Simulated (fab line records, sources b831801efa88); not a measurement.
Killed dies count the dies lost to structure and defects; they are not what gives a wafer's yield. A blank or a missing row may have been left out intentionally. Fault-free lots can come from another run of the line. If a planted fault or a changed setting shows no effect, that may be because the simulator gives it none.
fab line records -- flow sky130
record: lots: 24, wafers: 72, last-day: 51
route steps=708 shown METAL1@437 VIA1@461 METAL2@499
lots that met no fault: from a run of the same line without faults
start-h: the number of hours between the record's first day and the start of the first shown wafer of the lot -- wait-h: how many hours have passed since the lot's step before this one -- " identical to the entry in the row above -- L1.1+2: one row covering several wafers at once -- - no value present, or no start provided -- * or withheld: withheld -- < > ~ a bound
route shown NAME@n: a module of which the file shows steps, and the number in the route of the first -- usual: mean and standard deviation over wafers with no fault -- same: alike in all rows -- chamber/n: place in a boat -- sites: each site's reading -- _std_site: their standard deviation -- _edge_site: the outer-site mean with the inner-site mean subtracted -- radius-mm: for every site, how far away it sits from the centre of the wafer -- mask NAME#n: copy n -- behind: the last tool/chamber to shape the wafer -- hold: cause of the lot's hold/its duration in hours/its outcome -- device: the transistor (n, p or np) that didn't switch -- end of line: the tests these same wafers got at the end of their route -- step lacking rows: just its recipe -- killed: dies that structure and defects cost at the first sort, which is not the same as the wafer's yield -- map: shows each die of a wafer: x if killed, . if not, _ if none is there
set.NAME: setting as actually run; set.NAME@STEP: the setting as run at that earlier step -- model.NAME: the simulator's own value behind a step, which no gauge read
one table for each step of the route and one row for each wafer, over a sample of lots
services: a tool's chamber out of use, with start hour (start-h, from the record's first day; less than 0 if before it), hours out, and reason
== steps ==
step: SKY_METAL1_SPUTTER_03
recipe: material: Ti, target-thk-nm: 5, power-w: 3000, time-s: 3.3, chamber-pressure-pa: 0.4
usual: chamber-pressure-pa: 0.3999/0.00078, throttle-valve-pct: 30.3/1.3
lot.wafer,tool,chamber,start-h,wait-h,chamber-pressure-pa,throttle-valve-pct
L074.1,pvd-sputter-02,-,730.93,0.0,0.4002,30.3
L074.2,pvd-sputter-02,-,730.93,0.0,0.3991,30.5
L074.3,pvd-sputter-02,-,730.93,0.0,0.4000,28.9
L075.2,pvd-sputter-01,-,763.11,0.0,0.4008,30.5
L075.3,pvd-sputter-01,-,763.11,0.0,0.4007,32.7
L075.6,pvd-sputter-01,-,763.11,0.0,0.3997,29.6
L076.1,pvd-sputter-04,-,764.22,0.0,0.3990,29.4
L076.5,pvd-sputter-04,-,764.22,0.0,0.3997,27.8
L076.6,pvd-sputter-04,-,764.22,0.0,0.3983,29.5
L077.1,pvd-sputter-04,-,765.46,0.0,0.3999,29.3
L077.4,pvd-sputter-04,-,765.46,0.0,0.4006,29.7
L077.5,pvd-sputter-04,-,765.46,0.0,0.4004,29.8
L079.3,pvd-sputter-01,-,768.61,0.0,0.3995,30.9
L079.4,pvd-sputter-01,-,768.61,0.0,0.3997,30.6
L079.5,pvd-sputter-01,-,768.61,0.0,0.4000,29.8
L078.2,pvd-sputter-02,-,772.37,0.0,0.3983,30.0
L078.4,pvd-sputter-02,-,772.37,0.0,0.3999,30.5
L078.5,pvd-sputter-02,-,772.37,0.0,0.3997,30.2
L080.3,pvd-sputter-01,-,780.57,0.0,0.4009,32.7
L080.5,pvd-sputter-01,-,780.57,0.0,0.3992,30.7
L080.6,pvd-sputter-01,-,780.57,0.0,0.3995,30.7
L081.1,pvd-sputter-02,-,792.68,0.0,0.4000,30.2
L081.3,pvd-sputter-02,-,792.68,0.0,0.4004,30.7
L081.6,pvd-sputter-02,-,792.68,0.0,0.3976,31.3
L082.2,pvd-sputter-01,-,803.41,0.0,0.3996,30.7
L082.4,pvd-sputter-01,-,803.41,0.0,0.4010,30.5
L082.5,pvd-sputter-01,-,803.41,0.0,0.4013,29.7
L084.3,pvd-sputter-04,-,807.48,0.0,0.3986,29.5
L084.4,pvd-sputter-04,-,807.48,0.0,0.3981,28.1
L084.6,pvd-sputter-04,-,807.48,0.0,0.3984,30.0
L083.1,pvd-sputter-04,-,811.26,0.0,0.4011,27.8
L083.2,pvd-sputter-04,-,811.26,0.0,0.4001,29.5
L083.5,pvd-sputter-04,-,811.26,0.0,0.4008,29.3
L085.1,pvd-sputter-01,-,813.62,0.0,0.4004,30.5
L085.2,pvd-sputter-01,-,813.62,0.0,0.4016,32.9
L085.3,pvd-sputter-01,-,813.62,0.0,0.3996,30.8
L086.2,pvd-sputter-04,-,830.12,0.0,0.3978,28.1
L086.4,pvd-sputter-04,-,830.12,0.0,0.3986,29.8
L086.6,pvd-sputter-04,-,830.12,0.0,0.3996,29.7
L087.3,pvd-sputter-01,-,839.98,0.0,0.3998,29.5
L087.4,pvd-sputter-01,-,839.98,0.0,0.4001,30.9
L087.6,pvd-sputter-01,-,839.98,0.0,0.4010,29.4
L088.1,pvd-sputter-04,-,842.17,0.0,0.3998,29.7
L088.3,pvd-sputter-04,-,842.17,0.0,0.4005,29.8
L088.6,pvd-sputter-04,-,842.17,0.0,0.4000,31.6
L089.2,pvd-sputter-01,-,849.37,0.0,0.3992,32.8
L089.3,pvd-sputter-01,-,849.37,0.0,0.4001,30.7
L089.5,pvd-sputter-01,-,849.37,0.0,0.4006,29.6
L090.1,pvd-sputter-02,-,860.32,0.0,0.4009,30.4
L090.3,pvd-sputter-02,-,860.32,0.0,0.3988,31.7
L090.4,pvd-sputter-02,-,860.32,0.0,0.3999,28.8
L091.3,pvd-sputter-01,-,864.65,0.0,0.4005,30.6
L091.5,pvd-sputter-01,-,864.65,0.0,0.3993,30.6
L091.6,pvd-sputter-01,-,864.65,0.0,0.3990,32.5
L092.3,pvd-sputter-01,-,869.86,0.0,0.4006,30.6
L092.4,pvd-sputter-01,-,869.86,0.0,0.4003,30.9
L092.6,pvd-sputter-01,-,869.86,0.0,0.3999,30.5
L093.1,pvd-sputter-01,-,885.01,0.0,0.4001,30.8
L093.2,pvd-sputter-01,-,885.01,0.0,0.3988,29.6
L093.3,pvd-sputter-01,-,885.01,0.0,0.4009,30.9
L094.1,pvd-sputter-01,-,898.07,0.0,0.3999,29.4
L094.2,pvd-sputter-01,-,898.07,0.0,0.3999,32.4
L094.3,pvd-sputter-01,-,898.07,0.0,0.4007,30.7
L095.1,pvd-sputter-02,-,914.31,0.0,0.3998,29.1
L095.3,pvd-sputter-02,-,914.31,0.0,0.3991,30.2
L095.6,pvd-sputter-02,-,914.31,0.0,0.3993,30.2
L097.1,pvd-sputter-04,-,929.22,0.0,0.3990,29.5
L097.2,pvd-sputter-04,-,929.22,0.0,0.3995,30.0
L097.4,pvd-sputter-04,-,929.22,0.0,0.4002,27.8
L096.1,pvd-sputter-04,-,931.70,0.0,0.3998,29.9
L096.3,pvd-sputter-04,-,931.70,0.0,0.4001,29.7
L096.4,pvd-sputter-04,-,931.70,0.0,0.4005,31.1
step: SKY_VIA1_BOW_MEAS_03
recipe: mode: bow
usual: VIA1_BOW: 80/7.1
lot.wafer,tool,chamber,start-h,wait-h,VIA1_BOW[um]
L074.1,film-metro-02,-,759.11,0.1,81
L074.2,film-metro-02,-,759.11,0.1,85
L074.3,film-metro-02,-,759.11,0.1,90
L075.2,film-metro-04,-,792.03,0.2,70
L075.3,film-metro-04,-,792.03,0.2,85
L075.6,film-metro-04,-,792.03,0.2,80
L076.1,film-metro-04,-,792.91,0.2,83
L076.5,film-metro-04,-,792.91,0.2,91
L076.6,film-metro-04,-,792.91,0.2,76
L077.1,film-metro-01,-,794.15,0.1,82
L077.4,film-metro-01,-,794.15,0.1,86
L077.5,film-metro-01,-,794.15,0.1,83
L079.3,film-metro-04,-,796.71,0.2,74
L079.4,film-metro-04,-,796.71,0.2,79
L079.5,film-metro-04,-,796.71,0.2,72
L078.2,film-metro-01,-,800.47,0.2,92
L078.4,film-metro-01,-,800.47,0.2,101
L078.5,film-metro-01,-,800.47,0.2,89
L080.3,film-metro-04,-,808.59,0.2,75
L080.5,film-metro-04,-,808.59,0.2,88
L080.6,film-metro-04,-,808.59,0.2,83
L081.1,film-metro-02,-,821.11,0.1,81
L081.3,film-metro-02,-,821.11,0.1,84
L081.6,film-metro-02,-,821.11,0.1,73
L082.2,film-metro-01,-,831.75,0.2,72
L082.4,film-metro-01,-,831.75,0.2,86
L082.5,film-metro-01,-,831.75,0.2,85
L084.3,film-metro-02,-,835.06,0.3,72
L084.4,film-metro-02,-,835.06,0.3,88
L084.6,film-metro-02,-,835.06,0.3,73
L083.1,film-metro-04,-,839.03,0.2,76
L083.2,film-metro-04,-,839.03,0.2,83
L083.5,film-metro-04,-,839.03,0.2,79
L085.1,film-metro-04,-,840.76,0.2,74
L085.2,film-metro-04,-,840.76,0.2,74
L085.3,film-metro-04,-,840.76,0.2,72
L086.2,film-metro-04,-,857.09,0.2,84
L086.4,film-metro-04,-,857.09,0.2,63
L086.6,film-metro-04,-,857.09,0.2,81
L087.3,film-metro-01,-,867.82,0.1,78
L087.4,film-metro-01,-,867.82,0.1,85
L087.6,film-metro-01,-,867.82,0.1,92
L088.1,film-metro-04,-,869.87,0.1,86
L088.3,film-metro-04,-,869.87,0.1,83
L088.6,film-metro-04,-,869.87,0.1,76
L089.2,film-metro-02,-,877.86,0.3,79
L089.3,film-metro-02,-,877.86,0.3,69
L089.5,film-metro-02,-,877.86,0.3,88
L090.1,film-metro-01,-,887.64,0.2,82
L090.3,film-metro-01,-,887.64,0.2,87
L090.4,film-metro-01,-,887.64,0.2,76
L091.3,film-metro-02,-,891.99,0.1,75
L091.5,film-metro-02,-,891.99,0.1,84
L091.6,film-metro-02,-,891.99,0.1,86
L092.3,film-metro-02,-,897.12,0.2,79
L092.4,film-metro-02,-,897.12,0.2,78
L092.6,film-metro-02,-,897.12,0.2,79
L093.1,film-metro-04,-,911.67,0.1,73
L093.2,film-metro-04,-,911.67,0.1,80
L093.3,film-metro-04,-,911.67,0.1,74
L094.1,film-metro-04,-,924.73,0.2,76
L094.2,film-metro-04,-,924.73,0.2,67
L094.3,film-metro-04,-,924.73,0.2,68
L095.1,film-metro-02,-,940.48,0.1,97
L095.3,film-metro-02,-,940.48,0.1,82
L095.6,film-metro-02,-,940.48,0.1,81
L097.1,film-metro-04,-,966.58,0.1,73
L097.2,film-metro-04,-,966.58,0.1,81
L097.4,film-metro-04,-,966.58,0.1,83
L096.1,film-metro-02,-,966.92,0.1,71
L096.3,film-metro-02,-,966.92,0.1,72
L096.4,film-metro-02,-,966.92,0.1,79
step: SKY_VIA1_OVL_MEAS_13
usual: VIA1_OVL: 2/5.8
lot.wafer,tool,chamber,start-h,wait-h,VIA1_OVL[nm]
L074.1,overlay-02,-,786.58,0.1,0
L074.2,overlay-02,-,786.58,0.1,0
L074.3,overlay-02,-,786.58,0.1,-6
L075.2,overlay-01,-,818.85,0.1,1
L075.3,overlay-01,-,818.85,0.1,0
L075.6,overlay-01,-,818.85,0.1,9
L076.1,overlay-02,-,819.83,0.1,-2
L076.5,overlay-02,-,819.83,0.1,2
L076.6,overlay-02,-,819.83,0.1,-8
L077.1,overlay-01,-,820.18,0.1,3
L077.4,overlay-01,-,820.18,0.1,5
L077.5,overlay-01,-,820.18,0.1,1
L079.3,overlay-02,-,822.85,0.1,6
L079.4,overlay-02,-,822.85,0.1,6
L079.5,overlay-02,-,822.85,0.1,7
L078.2,overlay-01,-,826.14,0.1,-2
L078.4,overlay-01,-,826.14,0.1,-3
L078.5,overlay-01,-,826.14,0.1,3
L080.3,overlay-01,-,835.64,0.1,9
L080.5,overlay-01,-,835.64,0.1,13
L080.6,overlay-01,-,835.64,0.1,-6
L081.1,overlay-01,-,847.53,0.1,6
L081.3,overlay-01,-,847.53,0.1,-1
L081.6,overlay-01,-,847.53,0.1,10
L082.2,overlay-01,-,857.38,0.1,-16
L082.4,overlay-01,-,857.38,0.1,-9
L082.5,overlay-01,-,857.38,0.1,-11
L084.3,overlay-01,-,861.19,0.1,2
L084.4,overlay-01,-,861.19,0.1,2
L084.6,overlay-01,-,861.19,0.1,2
L083.1,overlay-02,-,864.68,0.1,3
L083.2,overlay-02,-,864.68,0.1,1
L083.5,overlay-02,-,864.68,0.1,-1
L085.1,overlay-01,-,866.63,0.1,0
L085.2,overlay-01,-,866.63,0.1,-9
L085.3,overlay-01,-,866.63,0.1,2
L086.2,overlay-02,-,883.69,0.1,4
L086.4,overlay-02,-,883.69,0.1,1
L086.6,overlay-02,-,883.69,0.1,3
L087.3,overlay-02,-,893.59,0.1,3
L087.4,overlay-02,-,893.59,0.1,13
L087.6,overlay-02,-,893.59,0.1,6
L088.1,overlay-01,-,895.63,0.1,13
L088.3,overlay-01,-,895.63,0.1,10
L088.6,overlay-01,-,895.63,0.1,8
L089.2,overlay-01,-,903.41,0.1,0
L089.3,overlay-01,-,903.41,0.1,3
L089.5,overlay-01,-,903.41,0.1,0
L090.1,overlay-01,-,913.18,0.1,-3
L090.3,overlay-01,-,913.18,0.1,-6
L090.4,overlay-01,-,913.18,0.1,4
L091.3,overlay-01,-,917.14,0.1,7
L091.5,overlay-01,-,917.14,0.1,11
L091.6,overlay-01,-,917.14,0.1,-7
L092.3,overlay-02,-,922.35,0.1,1
L092.4,overlay-02,-,922.35,0.1,11
L092.6,overlay-02,-,922.35,0.1,5
L093.1,overlay-01,-,935.73,0.1,7
L093.2,overlay-01,-,935.73,0.1,0
L093.3,overlay-01,-,935.73,0.1,0
L094.1,overlay-02,-,948.78,0.1,5
L094.2,overlay-02,-,948.78,0.1,2
L094.3,overlay-02,-,948.78,0.1,12
L095.1,overlay-02,-,964.88,0.1,1
L095.3,overlay-02,-,964.88,0.1,-4
L095.6,overlay-02,-,964.88,0.1,7
L097.1,overlay-01,-,989.83,0.1,0
L097.2,overlay-01,-,989.83,0.1,12
L097.4,overlay-01,-,989.83,0.1,12
L096.1,overlay-02,-,990.18,0.1,3
L096.3,overlay-02,-,990.18,0.1,2
L096.4,overlay-02,-,990.18,0.1,10
step: SKY_VIA1_THK_MEAS_23
recipe: thk-meas-gauge: xrf, reads: W_of_VIA1_CVD_21
usual: VIA1_W_THK: 268/4.5
lot.wafer,tool,chamber,start-h,wait-h,VIA1_W_THK[nm]
L074.1,film-metro-04,-,787.60,0.1,269
L074.2,film-metro-04,-,787.60,0.1,271
L074.3,film-metro-04,-,787.60,0.1,265
L075.2,film-metro-04,-,820.20,0.1,272
L075.3,film-metro-04,-,820.20,0.1,264
L075.6,film-metro-04,-,820.20,0.1,272
L076.1,film-metro-04,-,820.95,0.1,269
L076.5,film-metro-04,-,820.95,0.1,263
L076.6,film-metro-04,-,820.95,0.1,272
L077.1,film-metro-04,-,821.29,0.1,274
L077.4,film-metro-04,-,821.29,0.1,268
L077.5,film-metro-04,-,821.29,0.1,268
L079.3,film-metro-02,-,823.85,0.1,264
L079.4,film-metro-02,-,823.85,0.1,269
L079.5,film-metro-02,-,823.85,0.1,263
L078.2,film-metro-02,-,827.13,0.1,263
L078.4,film-metro-02,-,827.13,0.1,273
L078.5,film-metro-02,-,827.13,0.1,267
L080.3,film-metro-04,-,836.64,0.1,269
L080.5,film-metro-04,-,836.64,0.1,273
L080.6,film-metro-04,-,836.64,0.1,267
L081.1,film-metro-02,-,848.53,0.1,263
L081.3,film-metro-02,-,848.53,0.1,269
L081.6,film-metro-02,-,848.53,0.1,270
L082.2,film-metro-02,-,858.38,0.1,270
L082.4,film-metro-02,-,858.38,0.1,266
L082.5,film-metro-02,-,858.38,0.1,274
L084.3,film-metro-04,-,862.20,0.1,266
L084.4,film-metro-04,-,862.20,0.1,272
L084.6,film-metro-04,-,862.20,0.1,270
L083.1,film-metro-01,-,865.70,0.1,260
L083.2,film-metro-01,-,865.70,0.1,267
L083.5,film-metro-01,-,865.70,0.1,263
L085.1,film-metro-01,-,867.65,0.1,258
L085.2,film-metro-01,-,867.65,0.1,266
L085.3,film-metro-01,-,867.65,0.1,268
L086.2,film-metro-04,-,884.69,0.1,272
L086.4,film-metro-04,-,884.69,0.1,267
L086.6,film-metro-04,-,884.69,0.1,274
L087.3,film-metro-02,-,894.62,0.1,274
L087.4,film-metro-02,-,894.62,0.1,264
L087.6,film-metro-02,-,894.62,0.1,265
L088.1,film-metro-04,-,896.62,0.1,270
L088.3,film-metro-04,-,896.62,0.1,272
L088.6,film-metro-04,-,896.62,0.1,266
L089.2,film-metro-01,-,904.43,0.1,261
L089.3,film-metro-01,-,904.43,0.1,257
L089.5,film-metro-01,-,904.43,0.1,260
L090.1,film-metro-04,-,914.17,0.1,266
L090.3,film-metro-04,-,914.17,0.1,272
L090.4,film-metro-04,-,914.17,0.1,267
L091.3,film-metro-01,-,918.14,0.1,266
L091.5,film-metro-01,-,918.14,0.1,266
L091.6,film-metro-01,-,918.14,0.1,264
L092.3,film-metro-04,-,923.34,0.1,266
L092.4,film-metro-04,-,923.34,0.1,274
L092.6,film-metro-04,-,923.34,0.1,275
L093.1,film-metro-02,-,936.73,0.1,273
L093.2,film-metro-02,-,936.73,0.1,266
L093.3,film-metro-02,-,936.73,0.1,270
L094.1,film-metro-04,-,949.81,0.1,269
L094.2,film-metro-04,-,949.81,0.1,277
L094.3,film-metro-04,-,949.81,0.1,268
L095.1,film-metro-02,-,965.91,0.1,263
L095.3,film-metro-02,-,965.91,0.1,263
L095.6,film-metro-02,-,965.91,0.1,266
L097.1,film-metro-02,-,990.82,0.1,273
L097.2,film-metro-02,-,990.82,0.1,263
L097.4,film-metro-02,-,990.82,0.1,266
L096.1,film-metro-04,-,991.21,0.1,268
L096.3,film-metro-04,-,991.21,0.1,273
L096.4,film-metro-04,-,991.21,0.1,271
step: SKY_METAL2_OVL_MEAS_16
usual: METAL2_OVL: 1/5.1
lot.wafer,tool,chamber,start-h,wait-h,METAL2_OVL[nm]
L074.1,overlay-01,-,814.73,0.1,0
L074.2,overlay-01,-,814.73,0.1,-2
L074.3,overlay-01,-,814.73,0.1,-5
L075.2,overlay-02,-,847.23,0.1,6
L075.3,overlay-02,-,847.23,0.1,9
L075.6,overlay-02,-,847.23,0.1,2
L076.1,overlay-01,-,848.38,0.1,0
L076.5,overlay-01,-,848.38,0.1,2
L076.6,overlay-01,-,848.38,0.1,9
L077.1,overlay-02,-,848.44,0.1,-3
L077.4,overlay-02,-,848.44,0.1,0
L077.5,overlay-02,-,848.44,0.1,0
L079.3,overlay-02,-,849.75,0.1,-1
L079.4,overlay-02,-,849.75,0.1,-3
L079.5,overlay-02,-,849.75,0.1,-3
L078.2,overlay-02,-,854.18,0.1,7
L078.4,overlay-02,-,854.18,0.1,8
L078.5,overlay-02,-,854.18,0.1,5
L080.3,overlay-02,-,862.59,0.1,3
L080.5,overlay-02,-,862.59,0.1,1
L080.6,overlay-02,-,862.59,0.1,6
L081.1,overlay-02,-,875.68,0.1,-2
L081.3,overlay-02,-,875.68,0.1,-10
L081.6,overlay-02,-,875.68,0.1,-1
L082.2,overlay-01,-,885.65,0.1,-2
L082.4,overlay-01,-,885.65,0.1,-4
L082.5,overlay-01,-,885.65,0.1,-4
L084.3,overlay-01,-,888.40,0.1,7
L084.4,overlay-01,-,888.40,0.1,1
L084.6,overlay-01,-,888.40,0.1,8
L083.1,overlay-02,-,892.33,0.1,-1
L083.2,overlay-02,-,892.33,0.1,-6
L083.5,overlay-02,-,892.33,0.1,-1
L085.1,overlay-02,-,894.24,0.1,-8
L085.2,overlay-02,-,894.24,0.1,0
L085.3,overlay-02,-,894.24,0.1,-6
L086.2,overlay-01,-,910.14,0.1,-1
L086.4,overlay-01,-,910.14,0.1,-4
L086.6,overlay-01,-,910.14,0.1,-4
L087.3,overlay-02,-,919.89,0.1,3
L087.4,overlay-02,-,919.89,0.1,3
L087.6,overlay-02,-,919.89,0.1,0
L088.1,overlay-01,-,922.45,0.1,5
L088.3,overlay-01,-,922.45,0.1,-4
L088.6,overlay-01,-,922.45,0.1,1
L089.2,overlay-02,-,930.03,0.1,-6
L089.3,overlay-02,-,930.03,0.1,-4
L089.5,overlay-02,-,930.03,0.1,1
L090.1,overlay-02,-,939.99,0.1,-1
L090.3,overlay-02,-,939.99,0.1,-7
L090.4,overlay-02,-,939.99,0.1,0
L091.3,overlay-01,-,942.69,0.1,2
L091.5,overlay-01,-,942.69,0.1,7
L091.6,overlay-01,-,942.69,0.1,6
L092.3,overlay-01,-,947.95,0.1,11
L092.4,overlay-01,-,947.95,0.1,-7
L092.6,overlay-01,-,947.95,0.1,7
L093.1,overlay-02,-,961.53,0.1,6
L093.2,overlay-02,-,961.53,0.1,8
L093.3,overlay-02,-,961.53,0.1,11
L094.1,overlay-01,-,972.83,0.1,-6
L094.2,overlay-01,-,972.83,0.1,2
L094.3,overlay-01,-,972.83,0.1,-1
L095.1,overlay-02,-,989.48,0.1,2
L095.3,overlay-02,-,989.48,0.1,7
L095.6,overlay-02,-,989.48,0.1,4
L097.1,overlay-01,-,1014.05,0.1,5
L097.2,overlay-01,-,1014.05,0.1,10
L097.4,overlay-01,-,1014.05,0.1,-2
L096.1,overlay-01,-,1014.39,0.1,1
L096.3,overlay-01,-,1014.39,0.1,8
L096.4,overlay-01,-,1014.39,0.1,7
step: SKY_METAL2_METAL_ETCH_19
recipe: target-depth-a: 3600, stop-on: SiO2, over-etch-frac: 0.3, time-s: 78, chemistry: Cl2/BCl3, resist-sidewall-deg: 88, pressure-mtorr: 10, icp-w: 900, bias-w: 48.5, Cl2_flow_sccm: 60, bcl3-flow-sccm: 30
usual: bias-w: 48.51/0.14, drypump-motor-current-A: 6.03/0.3, oes-product-au: 0.855/0.0062, throttle-valve-pct: 22.266/0.0095
lot.wafer,tool,chamber,start-h,wait-h,bias-w,drypump-motor-current-A,oes-product-au,rf-hours-counter-h,throttle-valve-pct
L074.1,rie-metal-02,0,814.95,0.1,48.43,6.27,0.848,4,22.270
L074.2,rie-metal-02,0,814.95,0.1,48.59,6.28,0.848,-,22.282
L074.3,rie-metal-02,0,814.95,0.1,48.71,6.27,0.857,-,22.278
L075.2,rie-metal-02,1,847.36,0.0,48.75,5.29,0.852,1,22.256
L075.3,rie-metal-02,1,847.36,0.0,48.51,5.28,0.850,-,22.262
L075.6,rie-metal-02,1,847.36,0.0,48.63,5.31,0.854,-,22.258
L076.1,rie-metal-04,0,848.51,0.0,48.31,6.02,0.860,17,22.261
L076.5,rie-metal-04,0,848.51,0.0,48.53,5.99,0.857,-,22.270
L076.6,rie-metal-04,1,848.51,0.0,48.86,5.73,0.868,-,22.278
L077.1,rie-metal-02,1,848.57,0.0,48.59,5.31,0.857,1,22.260
L077.4,rie-metal-02,0,848.57,0.0,48.43,6.27,0.863,-,22.245
L077.5,rie-metal-02,1,848.57,0.0,48.31,5.29,0.860,-,22.264
L079.3,rie-metal-04,0,849.90,0.1,48.42,6.00,0.849,-,22.274
L079.4,rie-metal-04,1,849.90,0.1,48.34,5.74,0.852,-,22.267
L079.5,rie-metal-04,1,849.90,0.1,48.55,5.74,0.860,-,22.271
L078.2,rie-metal-04,1,854.31,0.0,48.19,5.75,0.853,15,22.271
L078.4,rie-metal-04,1,854.31,0.0,48.52,5.73,0.851,-,22.262
L078.5,rie-metal-04,1,854.31,0.0,48.37,5.75,0.847,-,22.274
L080.3,rie-metal-04,0,862.86,0.1,48.60,5.98,0.853,-,22.267
L080.5,rie-metal-04,0,862.86,0.1,48.58,5.99,0.849,-,22.254
L080.6,rie-metal-04,0,862.86,0.1,48.61,5.98,0.853,-,22.269
L081.1,rie-metal-03,1,875.81,0.0,48.46,6.43,0.855,9,22.253
L081.3,rie-metal-03,1,875.81,0.0,48.70,6.44,0.854,-,22.274
L081.6,rie-metal-03,0,875.81,0.0,48.67,5.87,0.858,-,22.257
L082.2,rie-metal-03,0,885.77,0.0,48.45,5.91,0.853,1,22.263
L082.4,rie-metal-03,1,885.77,0.0,48.67,6.42,0.858,-,22.249
L082.5,rie-metal-03,0,885.77,0.0,48.50,5.92,0.861,-,22.254
L084.3,rie-metal-03,0,888.55,0.1,48.39,5.87,0.851,-,22.263
L084.4,rie-metal-03,1,888.55,0.1,48.38,6.44,0.859,-,22.262
L084.6,rie-metal-03,1,888.55,0.1,48.37,6.43,0.865,-,22.282
L083.1,rie-metal-03,1,892.46,0.0,48.40,6.43,0.850,9,22.273
L083.2,rie-metal-03,0,892.46,0.0,48.57,5.92,0.851,1,22.260
L083.5,rie-metal-03,0,892.46,0.0,48.42,5.89,0.849,-,22.284
L085.1,rie-metal-04,1,894.37,0.0,48.78,5.73,0.856,17,22.254
L085.2,rie-metal-04,0,894.37,0.0,48.31,6.01,0.861,0,22.288
L085.3,rie-metal-04,0,894.37,0.0,48.37,6.01,0.864,-,22.271
L086.2,rie-metal-04,1,910.39,0.1,48.53,5.72,0.857,-,22.266
L086.4,rie-metal-04,1,910.39,0.1,48.47,5.73,0.852,-,22.262
L086.6,rie-metal-04,1,910.39,0.1,48.44,5.74,0.852,-,22.254
L087.3,rie-metal-03,1,920.04,0.1,48.62,6.44,0.858,-,22.246
L087.4,rie-metal-03,0,920.04,0.1,48.78,5.86,0.864,-,22.260
L087.6,rie-metal-03,0,920.04,0.1,48.51,5.86,0.858,-,22.257
L088.1,rie-metal-04,0,922.59,0.0,48.46,5.94,0.846,1,22.265
L088.3,rie-metal-04,0,922.59,0.0,48.81,6.01,0.847,-,22.267
L088.6,rie-metal-04,1,922.59,0.0,48.37,5.73,0.855,-,22.265
L089.2,rie-metal-03,0,930.16,0.0,48.37,5.88,0.859,3,22.249
L089.3,rie-metal-03,1,930.16,0.0,48.39,6.44,0.863,-,22.270
L089.5,rie-metal-03,0,930.16,0.0,48.34,5.87,0.855,-,22.263
L090.1,rie-metal-03,0,940.12,0.0,48.46,5.93,0.854,3,22.257
L090.3,rie-metal-03,0,940.12,0.0,48.53,5.89,0.860,-,22.261
L090.4,rie-metal-03,1,940.12,0.0,48.72,6.43,0.864,-,22.288
L091.3,rie-metal-03,0,942.84,0.1,48.57,5.92,0.859,-,22.266
L091.5,rie-metal-03,1,942.84,0.1,48.52,6.44,0.859,-,22.257
L091.6,rie-metal-03,0,942.84,0.1,48.66,5.89,0.858,-,22.294
L092.3,rie-metal-03,0,948.10,0.1,48.67,5.88,0.862,-,22.280
L092.4,rie-metal-03,1,948.10,0.1,48.62,6.45,0.846,-,22.263
L092.6,rie-metal-03,1,948.10,0.1,48.55,6.44,0.856,-,22.262
L093.1,rie-metal-03,1,961.66,0.0,48.53,6.43,0.842,12,22.254
L093.2,rie-metal-03,0,961.66,0.0,48.54,5.89,0.856,4,22.247
L093.3,rie-metal-03,1,961.66,0.0,48.64,6.43,0.844,-,22.284
L094.1,rie-metal-04,0,973.05,0.1,48.64,5.98,0.857,6,22.263
L094.2,rie-metal-04,0,973.05,0.1,48.28,5.98,0.855,-,22.265
L094.3,rie-metal-04,0,973.05,0.1,48.49,6.00,0.860,-,22.275
L095.1,rie-metal-03,1,989.61,0.0,48.53,6.44,0.849,14,22.272
L095.3,rie-metal-03,0,989.61,0.0,48.55,5.90,0.847,-,22.261
L095.6,rie-metal-03,1,989.61,0.0,48.31,6.46,0.848,-,22.281
L097.1,rie-metal-04,1,1014.18,0.0,48.28,5.73,0.855,2,22.272
L097.2,rie-metal-04,0,1014.18,0.0,48.33,5.99,0.869,8,22.274
L097.4,rie-metal-04,0,1014.18,0.0,48.63,6.02,0.861,-,22.260
L096.1,rie-metal-03,1,1014.52,0.0,48.61,6.41,0.849,15,22.268
L096.3,rie-metal-03,0,1014.52,0.0,48.38,5.93,0.868,-,22.263
L096.4,rie-metal-03,1,1014.52,0.0,48.44,6.41,0.852,-,22.273
== services ==
tool,chamber,start-h,hours,kind
pvd-sputter-04,-,716.89,2.3,repair
pvd-sputter-01,-,734.14,2.2,repair
rie-metal-02,-,750.94,4.4,repair
pvd-sputter-02,-,763.69,4.2,repair
rie-metal-03,1,772.83,4.6,repair
rie-metal-03,0,781.71,19.0,repair
pvd-sputter-01,-,794.84,3.5,repair
rie-metal-03,0,811.32,-,clean
rie-metal-03,0,811.32,20.0,scheduled-down
rie-metal-03,0,811.32,20.0,vent-cycle
rie-metal-03,-,819.33,0.5,repair
pvd-sputter-01,3,826.91,-,consumable-replace:kit
pvd-sputter-01,3,826.91,18.0,scheduled-down
pvd-sputter-01,3,826.91,18.0,vent-cycle
rie-metal-03,-,836.86,28.1,pm
pvd-sputter-02,-,855.11,2.4,repair
rie-metal-04,1,857.26,5.5,repair
pvd-sputter-02,-,880.88,0.8,repair
rie-metal-04,0,904.51,6.1,repair
rie-metal-03,-,926.66,0.4,repair
pvd-sputter-02,-,939.26,2.4,repair
rie-metal-02,1,947.03,5.7,repair
rie-metal-02,0,951.45,15.9,repair
pvd-sputter-04,-,996.36,1.7,repair
== key ==
fault none
